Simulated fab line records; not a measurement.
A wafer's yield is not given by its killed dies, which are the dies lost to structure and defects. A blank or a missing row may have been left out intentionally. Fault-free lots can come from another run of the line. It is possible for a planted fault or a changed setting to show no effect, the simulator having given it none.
A struck lot beside a sound one ; flow sky130 ; 42 out of 708 route steps
Sound: the wafers L611.1, L611.4, L611.5. Wafers L628.1, L628.3, L628.6 were the ones struck. At the end, the cause is stated.
Per side, at each step with rows, come the tool, then ch with its chambers, and then its first start. Under that, the readings that differ: sound wafers ; struck wafers ; difference of the means ; sigmas: that difference in standard deviations of wafers without a fault.
alike: readings whose means differ by less than 2 such deviations, and words and numbers that are the same on both sides. not compared: withheld readings, readings that some wafer has no value for, bounds like >300 that may hide the same value, and numbers for which the record gives no deviation and whose values overlap.
The two part at a step that has a row with sigmas, a row that says differs or no value, or rows on one side only. When numbers do not overlap yet have no deviation, they are printed without sigmas and do not part them. Lack of a reading on every wafer of one side parts them only where that side has two or more wafers.

SKY_NWELL_RS_MEAS_31: uses a four-point probe to measure.
  sound on film metro-04 at day 5 13:58; struck on film metro-01 at day 9 14:06
  alike: PWDE_RS
then, 7 steps without rows for these wafers: SKY_VT_ADJUST_HVTP_DEHYDRATE_00 (time 60 s); SKY_VT_ADJUST_HVTP_HMDS_01 (prime time 60 s); SKY_VT_ADJUST_HVTP_COAT_02 (resist thk 1140 nm); SKY_VT_ADJUST_HVTP_SOFTBAKE_03 (time 60 s); SKY_VT_ADJUST_HVTP_EXPOSE_04 (exposes mask HVTPM, target cd 380 nm); SKY_VT_ADJUST_HVTP_PEB_05; SKY_VT_ADJUST_HVTP_DEVELOP_06 (develop time 60 s).
SKY_VT_ADJUST_HVTP_CD_MEAS_07: target cd 380 nm.
  sound on cd sem-01 at day 6 08:16; struck on cd sem-01 at day 10 11:29
  alike: cd nm
SKY_VT_ADJUST_HVTP_OVL_MEAS_08:
  sound on overlay-01 at day 6 08:23; struck on overlay-02 at day 10 11:37
  alike: VT_ADJUST_HVTP_OVL
next, for these wafers, 1 step has no rows: SKY_VT_ADJUST_HVTP_IMPLANT_09.
SKY_VT_ADJUST_HVTP_STRIP_10: strips in O2/N2.
  sound on plasma asher-04 ch 0,1, day 6 08:35; struck on plasma asher-03 ch 0, day 10 11:48
  alike: drypump motor current A, oes product au, strip time to endpoint s
  not compared: rf hours counter h
SKY_VT_ADJUST_HVTP_TW_MEAS_11:
  sound on film metro-01 at day 6 08:41; struck on film metro-03 at day 10 11:54
  alike: VT_ADJUST_HVTP_TW
then, 7 steps without rows for these wafers: SKY_VT_ADJUST_LVTN_DEHYDRATE_00 (time 60 s); SKY_VT_ADJUST_LVTN_HMDS_01 (prime time 60 s); SKY_VT_ADJUST_LVTN_COAT_02 (resist thk 3000 nm); SKY_VT_ADJUST_LVTN_SOFTBAKE_03; SKY_VT_ADJUST_LVTN_EXPOSE_04 (exposes mask NWM COMPLEMENT LESS NATIVE, target cd 840 nm); SKY_VT_ADJUST_LVTN_PEB_05; SKY_VT_ADJUST_LVTN_DEVELOP_06 (develop time 60 s).
SKY_VT_ADJUST_LVTN_OVL_MEAS_07:
  sound on overlay-01 at day 7 03:37; struck on overlay-02 at day 11 10:39
reading;sound;struck;difference;sigmas
VT_ADJUST_LVTN_OVL (nm);-2.2 -1.6 -2.4;2.3 1.6 2.1;+4.1;+3
next, for these wafers, 1 step has no rows: SKY_VT_ADJUST_LVTN_IMPLANT_08.
SKY_VT_ADJUST_LVTN_STRIP_09: strips in O2/N2.
  sound on plasma asher-04 ch 0,1, day 7 03:49; struck on plasma asher-04 ch 0,1, day 11 10:50
reading;sound;struck;difference;sigmas
strip time to endpoint s (s);36.77 36.82 36.72;37.04 37.19 37.00;+0.31;+3
  alike: drypump motor current A, oes product au
  not compared: rf hours counter h
SKY_VT_ADJUST_LVTN_TW_MEAS_10:
  sound on film metro-04 at day 7 03:55; struck on film metro-03 at day 11 10:56
reading;sound;struck;difference;sigmas
VT_ADJUST_LVTN_TW;241.4 240.4 240.5;235.9 237.3 237.7;-3.8;-3
then, 7 steps without rows for these wafers: SKY_VT_ADJUST_LVTN_DEHYDRATE_11 (time 60 s); SKY_VT_ADJUST_LVTN_HMDS_12 (prime time 60 s); SKY_VT_ADJUST_LVTN_COAT_13 (resist thk 1140 nm); SKY_VT_ADJUST_LVTN_SOFTBAKE_14 (time 60 s); SKY_VT_ADJUST_LVTN_EXPOSE_15 (exposes mask HVN STD DERIVED, target cd 600 nm); SKY_VT_ADJUST_LVTN_PEB_16; SKY_VT_ADJUST_LVTN_DEVELOP_17 (develop time 60 s).
SKY_VT_ADJUST_LVTN_OVL_MEAS_18:
  sound on overlay-01 at day 7 23:52; struck on overlay-02 at day 12 10:49
  alike: VT_ADJUST_LVTN_01_OVL
next, for these wafers, 1 step has no rows: SKY_VT_ADJUST_LVTN_IMPLANT_19.
SKY_VT_ADJUST_LVTN_STRIP_20: strips in O2/N2.
  sound on plasma asher-02 ch 0,1, day 8 00:03; struck on plasma asher-04 ch 0,1, day 12 11:01
  alike: drypump motor current A, oes product au, strip time to endpoint s
  not compared: rf hours counter h
SKY_VT_ADJUST_LVTN_TW_MEAS_21:
  sound on film metro-03 at day 8 00:09; struck on film metro-03 at day 12 11:07
  alike: VT_ADJUST_LVTN_2_TW
then, 6 steps without rows for these wafers: SKY_VT_ADJUST_NCORE_DEHYDRATE_00 (time 60 s); SKY_VT_ADJUST_NCORE_HMDS_01 (prime time 60 s); SKY_VT_ADJUST_NCORE_COAT_02 (resist thk 1140 nm); SKY_VT_ADJUST_NCORE_SOFTBAKE_03 (time 60 s); SKY_VT_ADJUST_NCORE_EXPOSE_04 (exposes mask LVTN COMPLEMENT THIN, target cd 380 nm); SKY_VT_ADJUST_NCORE_PEB_05.
-- a jump in the record: the struck wafers' starts before and after are 37 days apart (it breaks off in module VT_ADJUST_NCORE and resumes in module PAD_OPEN, where the first step shown is number 708 of the route) --
SKY_PAD_OPEN_PROBE_99:
  sound on prober-02 at day 46 01:18; struck on prober-01 at day 49 20:55
reading;sound;struck;difference;sigmas
killed at front end;20 18 11;31 40 48;+23;+4
  alike: killed_at_M0_to_M3, killed_at_M4_up, killed at contacts, killed at other, killed dies, killed open, killed short

## WHERE THEY PART
First at SKY_VT_ADJUST_LVTN_OVL_MEAS_07; last, within this record, at SKY_PAD_OPEN_PROBE_99.

WHY: what had been put in by the simulator
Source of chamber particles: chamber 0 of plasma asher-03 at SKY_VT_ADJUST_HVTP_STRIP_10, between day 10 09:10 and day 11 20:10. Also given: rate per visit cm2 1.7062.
